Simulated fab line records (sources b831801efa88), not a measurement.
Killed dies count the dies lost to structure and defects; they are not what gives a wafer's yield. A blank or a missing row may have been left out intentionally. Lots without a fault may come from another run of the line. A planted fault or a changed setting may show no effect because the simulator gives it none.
Matching of chambers -- flow gf180mcu -- rieDiel-04 running GF_V1_ETCH_16: 4 sister chambers
The step etches BARC in N2/H2. 8 wafers are shown with their chamber, then 9 later ones without.

WAFERS, EACH WITH ITS CHAMBER
wafer,chamber,drypumpMotorCurrentA (A),chamberPressureMTorr (mTorr)
L075.3,2,5.2,29.957
L081.4,3,5.2,30.013
L083.1,2,5.2,29.976
L083.2,1,6.3,29.972
L083.5,0,5.1,29.989
L087.1,1,6.3,30.014
L087.3,3,5.1,30.037
L087.4,0,5.1,29.970

WAFERS MISSING THEIR CHAMBER
wafer,drypumpMotorCurrentA (A),chamberPressureMTorr (mTorr)
L088.1,5.1,29.979
L088.2,6.3,30.049
L088.3,5.1,30.004
L093.3,6.3,30.055
L093.4,5.2,30.050
L093.6,6.3,29.992
L094.3,5.2,30.039
L094.4,6.3,29.993
L094.6,5.1,30.003

CHAMBER TAKEN BY EACH
wafer,from the rows above,in truth
L088.1,0,0
L088.2,1,1
L088.3,can't be placed: 0 or 3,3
L093.3,1,1
L093.4,3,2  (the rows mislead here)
L093.6,1,1
L094.3,3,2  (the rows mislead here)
L094.4,1,1
L094.6,can't be placed: 0 or 3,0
Correctly placed: 5 of 9. These rows do not allow placing 2 (true chamber among the candidates in 2). Placed wrongly: 2.
How it was worked out, from the rows above alone: a wafer's distance from a chamber is the root of the sum, over the readings, of the square of ((its reading less the chamber's mean) divided by the reading's scatter). The wafer belongs to the nearest chamber; if the next one is less than 2 further off, it can't be placed. For every chamber, the mean is computed from those of its wafers that are shown. The scatter: the root of (the sum of the squares of (reading less its chamber's mean) over the shown wafers, divided by (wafers less chambers)).
